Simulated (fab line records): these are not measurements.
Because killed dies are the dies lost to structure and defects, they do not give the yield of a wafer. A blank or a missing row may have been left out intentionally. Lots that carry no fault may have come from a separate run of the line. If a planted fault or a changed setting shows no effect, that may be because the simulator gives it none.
fab line records	flow sky130
[record] lots = 5	wafers = 23
route steps=708 shown CAP2M@616 METAL4@624 VIA4@639 METAL5@664 PASSIVATION@687
start-h: the number of hours between the record's first day and the start of the first shown wafer of the lot	wait-h: hours elapsed since this lot's preceding step	" the same as in the row above	L1.1+2: several wafers, shown together as one row	- no value present, or no start provided	* or withheld: withheld	< > ~ a bound
route shown NAME@n: NAME is a module with steps in the file, n the number in the route of the first one	usual: mean/standard deviation of fault-free wafers	same: alike in all rows	chamber/n: place in a boat	sites: the reading at each site	_std_site: their standard deviation	_edge_site: inner sites' mean taken away from outer sites' mean	radius-mm: for every site, how far away it sits from the centre of the wafer	mask NAME#n: copy n	behind: the most recent tool/chamber to have shaped the wafer	hold: cause of the lot's hold/its duration in hours/its outcome	device: whichever transistor did not switch (one of n, p or np)	end of line: the same wafers' tests at the end of the route	a step without rows: its recipe alone	killed: the dies lost at the first sort to structure and to defects; this is not the yield of the wafer	map: the dies of a wafer, with x for killed, . for not killed, _ for no die there
set.NAME: setting as actually run; set.NAME@STEP: the setting as run at that earlier step	model.NAME: the simulator's own value behind a step, which no gauge read
lots where settings were altered on purpose, with a table for each step and a row for each wafer
[[steps]]
[step SKY_CAP2M_METAL_ETCH_13]
[recipe] target-depth-nm = 220	stop-on = SiO2	chemistry = Cl2/BCl3	target = TiN	pressure-mtorr = 10	icp-w = 900	bias-w = 48.5	Cl2_flow_sccm = 60	bcl3-flow-sccm = 30	time-s = 62.9
lot.wafer	tool	chamber	start-h	wait-h	set.time-s	model.NOVOLAK_of_CAP2M_COAT_07.thk-nm	model.SiO2_of_CAP2M_CVD_00.thk-nm
L077.1	rie-metal-03	1	980.80	0.0	62.9	996.6	15.27
L077.2	"	0	"	"	57.21	1009	15.38
L077.3	"	1	"	"	62.9	996	15.22
L077.5	"	1	"	"	57.21	1011	15.36
L077.6	"	0	"	"	57.21	1009	15.84
L080.2	rie-metal-01	0	993.15	0.0	62.9	995.3	15.02
L080.4	"	0	"	"	62.9	997.5	15.53
L080.5	"	1	"	"	62.9	987.8	15.8
L082.1	rie-metal-01	1	1009.53	0.0	67.31	979.1	13.87
L082.3	"	0	"	"	67.31	980	13.74
L082.4	"	1	"	"	62.9	990.4	15.63
L082.5	"	1	"	"	67.31	983.2	14.08
L082.6	"	0	"	"	62.9	990.8	15.8
L084.1	rie-metal-02	1	1028.57	0.0	65.73	981.3	14.62
L084.2	"	1	"	"	65.73	982.4	14.82
L084.3	"	1	"	"	62.9	991.3	15.59
L084.5	"	1	"	"	65.73	982.5	15.04
L084.6	"	1	"	"	62.9	988.5	15.71
L085.1	rie-metal-02	1	1030.88	0.0	71.54	966.6	12.21
L085.2	"	1	"	"	71.54	971.2	12.37
L085.3	"	1	"	"	71.54	971.4	12.06
L085.4	"	1	"	"	62.9	990.7	15.61
L085.5	"	1	"	"	62.9	990.7	15.58
[step SKY_CAP2M_STRIP_14]
[recipe] chemistry = O2/N2	power-w = 1400	pressure-mtorr = 1500	platen-temp-c = withheld	o2-flow-sccm = 3000	n2-flow-sccm = 300	overash-fraction = 0.5
[usual] strip-time-to-endpoint-s = 12.64/0.043
lot.wafer	tool	chamber	start-h	wait-h	set.time-s@CAP2M_METAL_ETCH_13	strip-time-to-endpoint-s
L077.1	plasma-asher-04	0	980.88	0.1	62.9	12.68
L077.2	"	1	"	"	57.21	12.77
L077.3	"	0	"	"	62.9	12.69
L077.5	"	0	"	"	57.21	12.79
L077.6	"	1	"	"	57.21	12.77
L080.2	plasma-asher-03	0	993.23	0.1	62.9	12.69
L080.4	"	1	"	"	62.9	12.70
L080.5	"	0	"	"	62.9	12.59
L082.1	plasma-asher-01	0	1009.61	0.1	67.31	12.47
L082.3	"	1	"	"	67.31	12.50
L082.4	"	0	"	"	62.9	12.62
L082.5	"	1	"	"	67.31	12.53
L082.6	"	0	"	"	62.9	12.63
L084.1	plasma-asher-04	0	1028.73	0.1	65.73	12.52
L084.2	"	1	"	"	65.73	12.54
L084.3	"	0	"	"	62.9	12.63
L084.5	"	1	"	"	65.73	12.53
L084.6	"	0	"	"	62.9	12.61
L085.1	plasma-asher-01	1	1031.04	0.1	71.54	12.34
L085.2	"	0	"	"	71.54	12.41
L085.3	"	0	"	"	71.54	12.41
L085.4	"	1	"	"	62.9	12.62
L085.5	"	1	"	"	62.9	12.61
[step SKY_METAL4_COAT_08]
[recipe] resist = KrF-thick	spin-rpm = 3000	resist-thk-nm = 1140
lot.wafer	tool	chamber	start-h	wait-h	set.spin-rpm	model.KrF-thick_of_METAL4_COAT_08.thk-nm
L077.1	litho-track-02	0	-	-	2787	1178
L077.2	"	0	"	"	3000	1136
L077.3	"	0	"	"	3000	1141
L077.5+6	"	0	"	"	2787	1180
L080.2	litho-track-01	0	-	-	3000	1142
L080.4	"	0	"	"	3000	1137
L080.5	"	0	"	"	3000	1140
L082.1	litho-track-01	0	-	-	3000	1141
L082.3	"	0	"	"	2855	-
L082.4	"	0	"	"	2855	1168
L082.5	"	0	"	"	2855	1164
L082.6	"	0	"	"	3000	-
L084.1	litho-track-02	0	-	-	3192	1101
L084.2	"	0	"	"	3192	1105
L084.3	"	0	"	"	3192	1106
L084.5+6	"	0	"	"	3000	1139
L085.1	litho-track-02	0	-	-	3000	1137
L085.2	"	0	"	"	3000	1136
L085.3+4+5	"	0	"	"	3000	-
[step SKY_METAL4_DEVELOP_12]
[recipe] develop-time-s = 60	resist = KrF-thick	dev-temp-c = 21
lot.wafer	tool	chamber	start-h	wait-h	set.dev-temp-c
L077.1+2+5	litho-track-04	0	-	-	21
L077.3+6	"	0	"	"	22.04
L080.2+4+5	litho-track-01	0	-	-	21
L082.1+3+4+5+6	litho-track-02	0	-	-	21
L084.1+3	litho-track-04	0	-	-	22.05
L084.2+5+6	"	0	"	"	21
L085.1+3	litho-track-02	0	-	-	19.38
L085.2+4+5	"	0	"	"	21
[step SKY_METAL4_DESCUM_15]
[recipe] chemistry = O2	source-power-w = 150	bias-power-w = 0	pressure-mtorr = 10	temp-c = 40	time-s = 8
[step SKY_METAL4_ETCH_16]
[recipe] chemistry = N2/H2	target = BARC	ion-energy-ev = 200	bias-w = 100	pressure-mtorr = 30	n2-flow-sccm = 100	h2-flow-sccm = 200	icp-w = 500	stop-on = SiO2	time-s = 86.74	target-depth-a = 600
[step SKY_METAL4_ETCH_17]
[recipe] target = SiO2	stop-on = TiN	chemistry = C4F8/O2/Ar	source-w = 1500	bias-w = 1200	pressure-mtorr = 40	c4f8-flow-sccm = withheld	O2_flow_sccm = 6	Ar_flow_sccm = 300	time-s = 3.9	target-depth-a = 150
[usual] oes-product-au = 0.753/0.0076
lot.wafer	tool	chamber	start-h	wait-h	set.time-s@CAP2M_METAL_ETCH_13	oes-product-au
L077.1	rie-diel-01	2	1005.12	0.1	62.9	0.749
L077.2	"	0	"	"	57.21	0.751
L077.3	"	3	"	"	62.9	0.751
L077.5	"	1	"	"	57.21	0.750
L077.6	"	2	"	"	57.21	0.759
L080.2	rie-diel-03	3	1017.35	0.1	62.9	0.743
L080.4	"	2	"	"	62.9	0.754
L080.5	"	2	"	"	62.9	0.763
L082.1	rie-diel-03	1	1033.25	0.1	67.31	0.714
L082.3	"	2	"	"	67.31	0.707
L082.4	"	0	"	"	62.9	0.762
L082.5	"	1	"	"	67.31	0.720
L082.6	"	2	"	"	62.9	0.763
L084.1	rie-diel-04	1	1052.12	0.1	65.73	0.733
L084.2	"	3	"	"	65.73	0.735
L084.3	"	2	"	"	62.9	0.757
L084.5	"	3	"	"	65.73	0.743
L084.6	"	0	"	"	62.9	0.764
L085.1	rie-diel-04	1	1053.80	0.1	71.54	0.665
L085.2	"	0	"	"	71.54	0.678
L085.3	"	2	"	"	71.54	0.670
L085.4	"	3	"	"	62.9	0.763
L085.5	"	1	"	"	62.9	0.758
[step SKY_METAL4_METAL_ETCH_18]
[recipe] target-depth-a = 8450	stop-on = SiO2	over-etch-frac = 0.3	time-s = 183.1	chemistry = Cl2/BCl3	resist-sidewall-deg = 88	pressure-mtorr = 10	icp-w = 900	bias-w = 48.5	Cl2_flow_sccm = 60	bcl3-flow-sccm = 30
lot.wafer	tool	chamber	start-h	wait-h	set.spin-rpm@METAL4_COAT_08	model.KrF-thick_of_METAL4_COAT_08.thk-nm
L077.1	rie-metal-04	1	1005.14	0.0	2787	570.9
L077.2	"	0	"	"	3000	521.9
L077.3	"	1	"	"	3000	539.7
L077.5	"	1	"	"	2787	581.5
L077.6	"	0	"	"	2787	566.7
L080.2	rie-metal-04	0	1017.37	0.0	3000	531.6
L080.4	"	0	"	"	3000	528
L080.5	"	0	"	"	3000	526.1
L082.1	rie-metal-01	0	1033.27	0.0	3000	529.5
L082.3	"	0	"	"	2855	-
L082.4	"	1	"	"	2855	548.2
L082.5	"	0	"	"	2855	546.7
L082.6	"	1	"	"	3000	-
L084.1	rie-metal-01	0	1052.14	0.0	3192	484.7
L084.2	"	1	"	"	3192	478.7
L084.3	"	0	"	"	3192	487.1
L084.5	"	0	"	"	3000	521.9
L084.6	"	1	"	"	3000	510.5
L085.1	rie-metal-01	1	1053.82	0.0	3000	519.2
L085.2	"	0	"	"	3000	528.2
L085.3+4+5	"	1,0,0	"	"	3000	-
[step SKY_METAL4_STRIP_19]
[recipe] chemistry = O2/N2	power-w = 1400	pressure-mtorr = 1500	platen-temp-c = withheld	o2-flow-sccm = 3000	n2-flow-sccm = 300	overash-fraction = 0.5
[usual] strip-time-to-endpoint-s = 6.56/0.1
lot.wafer	tool	chamber	start-h	wait-h	set.spin-rpm@METAL4_COAT_08	strip-time-to-endpoint-s
L077.1	plasma-asher-02	1	1005.32	0.1	2787	6.98
L077.2	"	0	"	"	3000	6.48
L077.3	"	0	"	"	3000	6.66
L077.5	"	1	"	"	2787	7.07
L077.6	"	0	"	"	2787	6.92
L080.2	plasma-asher-01	1	1017.55	0.1	3000	6.57
L080.4	"	1	"	"	3000	6.55
L080.5	"	1	"	"	3000	6.52
L082.1	plasma-asher-02	0	1033.45	0.1	3000	6.55
L082.3	"	1	"	"	2855	6.78
L082.4	"	0	"	"	2855	6.73
L082.5	"	0	"	"	2855	6.74
L082.6	"	1	"	"	3000	6.49
L084.1	plasma-asher-01	0	1052.32	0.1	3192	6.10
L084.2	"	1	"	"	3192	6.05
L084.3	"	0	"	"	3192	6.15
L084.5	"	0	"	"	3000	6.48
L084.6	"	1	"	"	3000	6.37
L085.1	plasma-asher-04	0	1054.00	0.1	3000	6.46
L085.2	"	1	"	"	3000	6.54
L085.3	"	0	"	"	3000	6.49
L085.4	"	1	"	"	3000	6.55
L085.5	"	1	"	"	3000	6.56
[step SKY_VIA4_HDPCVD_00]
[recipe] material = SiO2	target-thk-nm = 1750	sigma-open-frac = 0.3	time-s = 291.7	temp-c = 400	sih4-flow-sccm = 60	pressure-mtorr = 6
lot.wafer	tool	chamber	start-h	wait-h	set.time-s	model.SiO2_of_VIA4_HDPCVD_00.thk-nm
L077.1	hdpcvd-02	0	1005.92	0.0	248.4	1519
L077.2+6	"	1	"	"	291.7	-
L077.3	"	2	"	"	248.4	1459
L077.5	"	0	"	"	248.4	-
L080.2	hdpcvd-01	0	1018.18	0.0	291.7	1768
L080.4	"	1	"	"	291.7	1724
L080.5	"	2	"	"	291.7	1739
L082.1	hdpcvd-02	1	1034.04	0.0	291.7	-
L082.3	"	2	"	"	291.7	1766
L082.4	"	0	"	"	270.7	-
L082.5	"	1	"	"	270.7	1626
L082.6	"	2	"	"	291.7	1754
L084.1	hdpcvd-02	1	1052.95	0.0	328	1956
L084.2	"	0	"	"	291.7	1727
L084.3	"	2	"	"	291.7	-
L084.5	"	2	"	"	328	-
L084.6	"	1	"	"	328	1949
L085.1	hdpcvd-01	2	1054.64	0.0	291.7	1738
L085.2	"	1	"	"	291.7	1729
L085.3	"	0	"	"	291.7	1752
L085.4	"	2	"	"	291.7	1721
L085.5	"	1	"	"	291.7	1726
[step SKY_VIA4_THK_MEAS_01]
[recipe] reads = SiO2_of_VIA4_HDPCVD_00
[usual] VIA4_HDPCVD_THK = 1750/20
lot.wafer	tool	chamber	start-h	wait-h	set.time-s@VIA4_HDPCVD_00	VIA4_HDPCVD_THK[nm]
L077.1	film-metro-03	-	1006.10	0.1	248.4	1520
L077.2	"	-	"	"	291.7	1756
L077.3	"	-	"	"	248.4	1458
L077.5	"	-	"	"	248.4	1497
L077.6	"	-	"	"	291.7	1742
L080.2	film-metro-03	-	1018.37	0.1	291.7	1768
L080.4	"	-	"	"	291.7	1724
L080.5	"	-	"	"	291.7	1742
L082.1	film-metro-01	-	1034.22	0.1	291.7	1758
L082.3	"	-	"	"	291.7	1765
L082.4	"	-	"	"	270.7	1642
L082.5	"	-	"	"	270.7	1626
L082.6	"	-	"	"	291.7	1753
L084.1	film-metro-02	-	1053.13	0.1	328	1956
L084.2	"	-	"	"	291.7	1726
L084.3	"	-	"	"	291.7	1725
L084.5	"	-	"	"	328	1939
L084.6	"	-	"	"	328	1947
L085.1	film-metro-02	-	1054.82	0.1	291.7	1738
L085.2	"	-	"	"	291.7	1728
L085.3	"	-	"	"	291.7	1752
L085.4	"	-	"	"	291.7	1721
L085.5	"	-	"	"	291.7	1726
[step SKY_VIA4_CMP_02]
[recipe] material = SiO2	down-force-psi = 4	platen-rpm = 60	pad-velocity-m-s = 0.94248
lot.wafer	tool	chamber	start-h	wait-h	set.leave-above-ref-nm	model.SiO2_of_VIA4_HDPCVD_00.thk-nm
L077.1	cmp-02	3	1006.48	0.4	580	578.6
L077.3	"	0	"	"	580	579.1
L077.2+5+6	"	2,3,0	"	"	580	-
L080.2	cmp-02	0	1018.47	0.1	580	579.1
L080.4	"	2	"	"	580	580.2
L080.5	"	3	"	"	580	580.5
L082.3	cmp-02	2	1034.28	0.0	560.6	560.5
L082.1+4	"	0,1	"	"	580	-
L082.6	"	2	"	"	580	580.8
L082.5	"	3	"	"	560.6	560.3
L084.2	cmp-01	0	1053.24	0.1	580	581.1
L084.1	"	1	"	"	580	580.2
L084.3+5	"	2,3	"	"	580	-
L084.6	"	0	"	"	580	580
L085.1	cmp-02	2	1054.88	0.1	580	581.2
L085.4	"	3	"	"	580	580.7
L085.3	"	0	"	"	565.4	566.2
L085.2	"	1	"	"	565.4	565.5
L085.5	"	3	"	"	565.4	567
[step SKY_VIA4_ETCH_12]
[recipe] target = SiO2	chemistry = C4F8/O2/Ar	stop-on = TiN	mask-material = NOVOLAK	source-w = 1500	bias-w = 1200	pressure-mtorr = 40	c4f8-flow-sccm = withheld	O2_flow_sccm = 6	Ar_flow_sccm = 300	time-s = withheld	target-depth-a = 5800
[usual] oes-product-au = 0.925/0.0045
lot.wafer	tool	chamber	start-h	wait-h	set.bias-w	set.leave-above-ref-nm@VIA4_CMP_02	oes-product-au	model.VIA4.feature-depth-nm
L077.1	rie-diel-02	3	1029.28	0.0	1155	580	0.927	578.6
L077.2	"	0	"	"	1155	580	0.927	579.8
L077.3	"	2	"	"	1200	580	0.922	579.1
L077.5	"	2	"	"	1200	580	0.928	577.9
L077.6	"	3	"	"	1155	580	0.926	578.2
L080.2	rie-diel-02	0	1040.48	0.0	1200	580	0.926	579.1
L080.4	"	3	"	"	1200	580	0.927	580.2
L080.5	"	2	"	"	1200	580	0.930	580.5
L082.1	rie-diel-04	1	1056.03	0.0	1200	580	0.925	578.7
L082.3	"	0	"	"	1200	560.6	0.905	560.5
L082.4	"	3	"	"	1200	580	0.920	578.7
L082.5	"	1	"	"	1200	560.6	0.903	560.3
L082.6	"	2	"	"	1200	580	0.929	580.8
L084.1	rie-diel-04	0	1074.50	0.0	1287	580	0.932	580.7
L084.2	"	3	"	"	1200	580	0.924	581.1
L084.3	"	1	"	"	1200	580	0.932	582.5
L084.5	"	3	"	"	1200	580	0.924	579.5
L084.6	"	0	"	"	1287	580	0.924	580.5
L085.1	rie-diel-02	2	1076.47	0.0	1200	580	0.926	581.2
L085.2	"	0	"	"	1200	565.4	0.912	565.5
L085.3	"	3	"	"	1084	565.4	0.915	566.2
L085.4	"	1	"	"	1200	580	0.931	580.7
L085.5	"	1	"	"	1084	565.4	0.910	567
[step SKY_METAL5_SPUTTER_03]
[recipe] material = Ti	target-thk-nm = 5	power-w = 3000	time-s = 3.3	chamber-pressure-pa = 0.4
lot.wafer	tool	chamber	start-h	wait-h	set.power-w	model.Ti_of_METAL5_SPUTTER_03.thk-nm
L077.1	pvd-sputter-04	-	1030.77	0.0	3000	4.826
L077.2	"	-	"	"	3265	5.356
L077.3	"	-	"	"	3000	4.818
L077.5	"	-	"	"	3265	5.445
L077.6	"	-	"	"	3265	5.336
L080.2	pvd-sputter-01	-	1041.94	0.0	3000	4.677
L080.4	"	-	"	"	3000	4.935
L080.5	"	-	"	"	3000	4.853
L082.1	pvd-sputter-04	-	1057.50	0.0	2832	4.764
L082.3	"	-	"	"	3000	4.988
L082.4	"	-	"	"	2832	4.775
L082.5	"	-	"	"	3000	5.036
L082.6	"	-	"	"	3000	5.041
L084.1	pvd-sputter-01	-	1075.96	0.0	3000	4.957
L084.2	"	-	"	"	3000	4.82
L084.3	"	-	"	"	2790	4.567
L084.5	"	-	"	"	2790	4.685
L084.6	"	-	"	"	3000	4.953
L085.1	pvd-sputter-01	-	1077.93	0.0	3000	4.781
L085.2	"	-	"	"	3000	4.814
L085.3	"	-	"	"	3000	4.925
L085.4	"	-	"	"	3000	4.753
L085.5	"	-	"	"	3000	4.772
[step SKY_METAL5_METAL_ETCH_15]
[recipe] target-depth-a = 12600	stop-on = SiO2	over-etch-frac = 0.2	time-s = 252	chemistry = Cl2/BCl3	resist-sidewall-deg = 86	pressure-mtorr = 10	icp-w = 900	bias-w = 48.5	Cl2_flow_sccm = 60	bcl3-flow-sccm = 30
lot.wafer	tool	chamber	start-h	wait-h	set.icp-w	set.leave-above-ref-nm@VIA4_CMP_02	model.SiO2_of_VIA4_HDPCVD_00.thk-nm
L077.1	rie-metal-04	0	1052.83	0.0	900	580	547.7
L077.2+5+6	"	1,1,0	"	"	900	580	-
L077.3	"	1	"	"	900	580	549.3
L080.2	rie-metal-01	1	1063.68	0.0	900	580	548.3
L080.4	"	1	"	"	900	580	549.3
L080.5	"	1	"	"	900	580	549.5
L082.1	rie-metal-01	1	1078.45	0.0	900	580	-
L082.3	"	0	"	"	951	560.6	529
L082.4	"	1	"	"	951	580	-
L082.5	"	0	"	"	900	560.6	529.8
L082.6	"	1	"	"	951	580	549.4
L084.1	rie-metal-01	1	1096.73	0.0	954.3	580	548.5
L084.2	"	0	"	"	954.3	580	549.3
L084.3	"	1	"	"	900	580	-
L084.5	"	0	"	"	954.3	580	-
L084.6	"	1	"	"	900	580	549.3
L085.1	rie-metal-04	0	1098.05	0.0	900	580	550.6
L085.2	"	1	"	"	900	565.4	535.6
L085.3	"	0	"	"	900	565.4	535.7
L085.4	"	1	"	"	900	580	550.9
L085.5	"	1	"	"	900	565.4	537.2
[step SKY_PASSIVATION_COAT_06]
[recipe] spin-rpm = 2000	resist-thk-nm = 3000
lot.wafer	tool	chamber	start-h	wait-h	set.resist-thk-nm	model.coat_of_PASSIVATION_COAT_06.thk-nm
L077.1	litho-track-01	0	1065.07	0.1	2893	2895
L077.2	"	0	"	"	2893	2892
L077.3	"	0	"	"	3000	3009
L077.5	"	0	"	"	3000	3006
L077.6	"	0	"	"	3000	3002
L080.2	litho-track-01	0	1075.19	0.1	3000	3016
L080.4	"	0	"	"	3000	3017
L080.5	"	0	"	"	3000	3020
L082.1	litho-track-04	0	1089.73	0.1	3000	3001
L082.3	"	0	"	"	3000	2999
L082.4	"	0	"	"	3000	2998
L082.5	"	0	"	"	3065	3051
L082.6	"	0	"	"	3065	3064
L084.1	litho-track-04	0	1107.73	0.1	3000	3009
L084.2	"	0	"	"	3000	3006
L084.3	"	0	"	"	3000	3004
L084.5	"	0	"	"	3000	2998
L084.6	"	0	"	"	3000	3003
L085.1	litho-track-03	0	1108.45	0.1	3000	3005
L085.2	"	0	"	"	3000	3002
L085.3	"	0	"	"	3000	2997
L085.4	"	0	"	"	3000	3004
L085.5	"	0	"	"	3000	2998
[step SKY_PASSIVATION_DEVELOP_10]
[recipe] develop-time-s = 60	dev-temp-c = 23
lot.wafer	tool	chamber	start-h	wait-h	set.develop-time-s
L077.1+2+3+5+6	litho-track-01	0	-	-	60
L080.2+4+5	litho-track-04	0	-	-	60
L082.1+3+4+5+6	litho-track-01	0	-	-	60
L084.1+2+3+5+6	litho-track-01	0	-	-	60
L085.1+2	litho-track-01	0	-	-	60
L085.3+4+5	"	0	"	"	53.69
[step SKY_PASSIVATION_ETCH_11]
[recipe] chemistry = CF4/O2	target-depth-nm = 725	stop-on = AlCu	source-w = 800	bias-w = 146.6	pressure-mtorr = 150	cf4-flow-sccm = 80	O2_flow_sccm = 10	time-s = 161.1
[step SKY_PASSIVATION_STRIP_12]
[recipe] chemistry = O2/N2	power-w = 1400	pressure-mtorr = 1500	platen-temp-c = withheld	overash-fraction = 0.7	o2-flow-sccm = 3000	n2-flow-sccm = 300
[usual] strip-time-to-endpoint-s = 31.59/0.1
lot.wafer	tool	chamber	start-h	wait-h	set.resist-thk-nm@PASSIVATION_COAT_06	strip-time-to-endpoint-s
L077.1	plasma-asher-04	0	1075.97	0.1	2893	30.50
L077.2	"	1	"	"	2893	30.20
L077.3	"	0	"	"	3000	31.65
L077.5	"	1	"	"	3000	31.57
L077.6	"	0	"	"	3000	31.69
L080.2	plasma-asher-04	1	1085.84	0.1	3000	31.84
L080.4	"	0	"	"	3000	31.61
L080.5	"	0	"	"	3000	31.71
L082.1	plasma-asher-03	1	1100.12	0.1	3000	31.50
L082.3	"	0	"	"	3000	31.64
L082.4	"	1	"	"	3000	31.48
L082.5	"	1	"	"	3065	32.05
L082.6	"	0	"	"	3065	32.27
L084.1	plasma-asher-03	0	1117.87	0.1	3000	31.71
L084.2	"	1	"	"	3000	31.59
L084.3	"	0	"	"	3000	31.65
L084.5	"	1	"	"	3000	31.55
L084.6	"	0	"	"	3000	31.61
L085.1	plasma-asher-03	0	1118.22	0.1	3000	31.62
L085.2	"	1	"	"	3000	31.50
L085.3	"	0	"	"	3000	31.66
L085.4	"	1	"	"	3000	31.58
L085.5	"	1	"	"	3000	31.50
[[key]]
[split] step = SKY_CAP2M_METAL_ETCH_13	setting = time-s	stated = 62.9	by = wafer
[response] step = SKY_CAP2M_METAL_ETCH_13	reading = model.NOVOLAK_of_CAP2M_COAT_07.thk-nm	change = -1.51	per = 1%	r = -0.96
[response] step = SKY_CAP2M_METAL_ETCH_13	reading = model.SiO2_of_CAP2M_CVD_00.thk-nm	change = -0.193	per = 1%	r = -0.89
[response] step = SKY_CAP2M_STRIP_14	reading = strip-time-to-endpoint-s	change = *	per = 1%	r = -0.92
[response] step = SKY_METAL4_ETCH_17	reading = oes-product-au	change = -0.00503	per = 1%	r = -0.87
[split] step = SKY_METAL4_COAT_08	setting = spin-rpm	stated = 3000	by = wafer
[response] step = SKY_METAL4_COAT_08	reading = model.KrF-thick_of_METAL4_COAT_08.thk-nm	change = -5.56	per = 1%	r = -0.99
[response] step = SKY_METAL4_METAL_ETCH_18	reading = model.KrF-thick_of_METAL4_COAT_08.thk-nm	change = -5.35	per = 1%	r = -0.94
[response] step = SKY_METAL4_STRIP_19	reading = strip-time-to-endpoint-s	change = *	per = 1%	r = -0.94
[split] step = SKY_METAL4_DEVELOP_12	setting = dev-temp-c	stated = 21	by = wafer
response none clear
[split] step = SKY_VIA4_HDPCVD_00	setting = time-s	stated = 291.7	by = wafer
[response] step = SKY_VIA4_HDPCVD_00	reading = model.SiO2_of_VIA4_HDPCVD_00.thk-nm	change = +18.3	per = 1%	r = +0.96
[response] step = SKY_VIA4_THK_MEAS_01	reading = VIA4_HDPCVD_THK	change = +17.5	per = 1%	r = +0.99
[split] step = SKY_VIA4_CMP_02	setting = leave-above-ref-nm	stated = 580	by = wafer
[response] step = SKY_VIA4_CMP_02	reading = model.SiO2_of_VIA4_HDPCVD_00.thk-nm	change = +5.98	per = 1%	r = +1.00
[response] step = SKY_VIA4_ETCH_12	reading = oes-product-au	change = +0.00637	per = 1%	r = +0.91
[response] step = SKY_VIA4_ETCH_12	reading = model.VIA4.feature-depth-nm	change = +5.74	per = 1%	r = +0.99
[response] step = SKY_METAL5_METAL_ETCH_15	reading = model.SiO2_of_VIA4_HDPCVD_00.thk-nm	change = +5.88	per = 1%	r = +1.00
[split] step = SKY_VIA4_ETCH_12	setting = bias-w	stated = 1200	by = wafer
response none clear
[split] step = SKY_METAL5_SPUTTER_03	setting = power-w	stated = 3000	by = wafer
[response] step = SKY_METAL5_SPUTTER_03	reading = model.Ti_of_METAL5_SPUTTER_03.thk-nm	change = +0.0525	per = 1%	r = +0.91
[split] step = SKY_METAL5_METAL_ETCH_15	setting = icp-w	stated = 900	by = wafer
response none clear
[split] step = SKY_PASSIVATION_COAT_06	setting = resist-thk-nm	stated = 3000	by = wafer
[response] step = SKY_PASSIVATION_COAT_06	reading = model.coat_of_PASSIVATION_COAT_06.thk-nm	change = +30.2	per = 1%	r = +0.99
[response] step = SKY_PASSIVATION_STRIP_12	reading = strip-time-to-endpoint-s	change = *	per = 1%	r = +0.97
[split] step = SKY_PASSIVATION_DEVELOP_10	setting = develop-time-s	stated = 60	by = wafer
response none clear
